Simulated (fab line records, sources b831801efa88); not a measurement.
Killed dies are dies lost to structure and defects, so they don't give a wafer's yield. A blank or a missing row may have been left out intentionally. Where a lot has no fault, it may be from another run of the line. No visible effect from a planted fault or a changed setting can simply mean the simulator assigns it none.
Comparing a struck lot with a sound one :: flow sky130 :: 42 out of 708 route steps
Sound: these wafers, L562.1, L562.3, L562.5. Struck: wafers L578.2, L578.3 (left out: L578.1, a lot-mate that was not struck); the cause follows at the end.
At each step with rows: each side's tool, then ch and its chambers, then its first start. Under that, the readings that differ: sound wafers :: struck wafers :: difference of the means :: sigmas: that difference in standard deviations of wafers without a fault.
alike: readings with means less than 2 such deviations apart, plus words and numbers identical on both sides. not compared: withheld readings, readings lacking a value on some wafer, bounds such as >300 that could conceal the same value, and numbers that have no deviation in the record and whose values overlap.
The two part at a step that has a row with sigmas, a row that says differs or no value, or rows on one side only. Numbers that have no deviation but don't overlap get no sigmas and don't part them. A reading missing from all wafers of one side parts the sides only when that side holds two or more wafers.

first, 2 steps without rows for these wafers: SKY_VT_ADJUST_PCH_PEB_05; SKY_VT_ADJUST_PCH_DEVELOP_06 (develop time 60 s).
SKY_VT_ADJUST_PCH_OVL_MEAS_07:
  struck on overlay-02, day 16 00:20; sound on overlay-01, day 10 20:36
  alike: VT_ADJUST_PCH_OVL
next, for these wafers, 1 step has no rows: SKY_VT_ADJUST_PCH_IMPLANT_08.
SKY_VT_ADJUST_PCH_STRIP_09: strips in O2/N2.
  sound on plasma-asher-02 ch 0,1, day 10 20:47; struck on plasma-asher-02 ch 0,1, day 16 00:31
reading: oes-product-au (a.u.)
sound: 0.715 0.723 0.722
struck: 0.735 0.731
difference: +0.013
sigmas: +3
  alike: drypump-motor-current-A, strip-time-to-endpoint-s
  not compared: rf-hours-counter-h
SKY_VT_ADJUST_PCH_TW_MEAS_10:
  struck on film-metro-04, day 16 00:37; sound on film-metro-04, day 10 20:53
  alike: VT_ADJUST_PCH_TW
then, 6 steps without rows for these wafers: SKY_SONOS_TUNNEL_DEHYDRATE_00 (time 60 s); SKY_SONOS_TUNNEL_HMDS_01 (prime time 60 s); SKY_SONOS_TUNNEL_COAT_02 (resist thk 1140 nm); SKY_SONOS_TUNNEL_SOFTBAKE_03 (time 60 s); SKY_SONOS_TUNNEL_EXPOSE_04 (exposes mask TUNM, target cd 410 nm); SKY_SONOS_TUNNEL_PEB_05.
SKY_SONOS_TUNNEL_DEVELOP_06: develop time 60 s.
  sound on litho-track-03 ch 0, day 11 20:00; struck on litho-track-03 ch 0, day 17 04:45
SKY_SONOS_TUNNEL_OVL_MEAS_08:
  struck on overlay-01, day 17 05:01; sound on overlay-01, day 11 20:16
  alike: SONOS_TUNNEL_OVL
then, 3 steps without rows for these wafers: SKY_SONOS_TUNNEL_IMPLANT_09; SKY_SONOS_TUNNEL_WET_ETCH_10 (etches SiO2 in dHF, target depth 14 nm, time 280 s); SKY_SONOS_TUNNEL_STRIP_11 (strips in SPM, time 600 s).
SKY_SONOS_TUNNEL_TW_MEAS_12:
  struck on film-metro-04, day 17 05:29; sound on film-metro-01, day 11 20:44
  alike: SONOS_TUNNEL_TW
then, 2 steps without rows for these wafers: SKY_SONOS_TUNNEL_CLEAN_13 (cleans in dHF, time 20 s); SKY_SONOS_ONO_OXIDATION_00 (stabilise 600 s, purge 300 s, target thk 2.6 nm).
SKY_SONOS_ONO_THK_MEAS_01:
  sound wafers here have rows in the record (film-metro-01, day 11 22:43); struck ones have none
then, 1 step without rows for these wafers: SKY_SONOS_ONO_CVD_02 (deposits Si3N4 from DCS/NH3, target thk 10.5 nm, time 180 s).
SKY_SONOS_ONO_THK_MEAS_03:
  sound wafers here have rows in the record (film-metro-01, day 11 23:50); struck ones have none
then, 1 step without rows for these wafers: SKY_SONOS_ONO_CVD_04 (deposits SiO2 from SiH4/N2O, target thk 5.7199 nm).
SKY_SONOS_ONO_THK_MEAS_05:
  sound wafers here have rows in the record (film-metro-01, day 12 01:08); struck ones have none
then, 7 steps without rows for these wafers: SKY_SONOS_ONO_DEHYDRATE_06 (time 60 s); SKY_SONOS_ONO_HMDS_07 (prime time 60 s); SKY_SONOS_ONO_COAT_08 (resist thk 1140 nm); SKY_SONOS_ONO_SOFTBAKE_09 (time 60 s); SKY_SONOS_ONO_EXPOSE_10 (exposes mask ONOM, target cd 410 nm); SKY_SONOS_ONO_PEB_11; SKY_SONOS_ONO_DEVELOP_12 (develop time 60 s).
SKY_SONOS_ONO_CD_MEAS_13: the cd target is 410 nm.
  sound wafers here have rows in the record (cd-sem-02, day 13 00:44); struck ones have none
SKY_SONOS_ONO_OVL_MEAS_14:
  sound wafers here have rows in the record (overlay-01, day 13 00:51); struck ones have none
SKY_SONOS_ONO_ETCH_15: etches the open film in CHF3/O2, target depth 19.52 nm, time 7.8 s.
  the record has rows for the sound wafers here (rie-diel-01 ch 0,1,3, day 13 00:53) and none for the struck ones
then, 1 step without rows for these wafers: SKY_SONOS_ONO_WET_ETCH_16 (etches SiO2 in dHF, target depth 14 nm, time 280 s).
SKY_SONOS_ONO_STRIP_17: strips in O2/N2.
  the record has rows for the sound wafers here (plasma-asher-02 ch 0,1, day 13 01:00) and none for the struck ones
then, 3 steps without rows for these wafers: SKY_SONOS_ONO_WET_ETCH_18 (etches Si3N4 in H3PO4, target depth 15 nm, time 172 s); SKY_GATE_OXIDE_CLEAN_00 (cleans in SC1/SC2, time 150 s); SKY_GATE_OXIDE_OXIDATION_01 (stabilise 600 s, purge 300 s, target thk 10.268 nm).
SKY_GATE_OXIDE_THK_MEAS_02:
  sound wafers here have rows in the record (film-metro-01, day 13 02:43); struck ones have none
-- the record jumps here: 33 days lie between the struck wafers' starts before and after (it left off in module GATE_OXIDE and takes up again in module PAD_OPEN, whose first step shown is number 708 of the route) --
SKY_PAD_OPEN_PROBE_99:
  struck on prober-02, day 50 00:15; sound on prober-02, day 45 21:42
reading: killed-at-front-end
sound: 14 18 18
struck: 405 415
difference: +393
sigmas: +80

reading: killed-dies
sound: 95 83 93
struck: 492 492
difference: +402
sigmas: +40

reading: killed-on-rim
sound: 16 12 24
struck: 96 96
difference: +79
sigmas: +20
  alike: killed_at_M0_to_M3, killed_at_M4_up, killed-at-contacts, killed-at-other, killed-open, killed-short

## WHERE THEY PART
Earliest at SKY_VT_ADJUST_PCH_STRIP_09; latest, in this record, at SKY_PAD_OPEN_PROBE_99.

WHY: the cause the simulator had injected
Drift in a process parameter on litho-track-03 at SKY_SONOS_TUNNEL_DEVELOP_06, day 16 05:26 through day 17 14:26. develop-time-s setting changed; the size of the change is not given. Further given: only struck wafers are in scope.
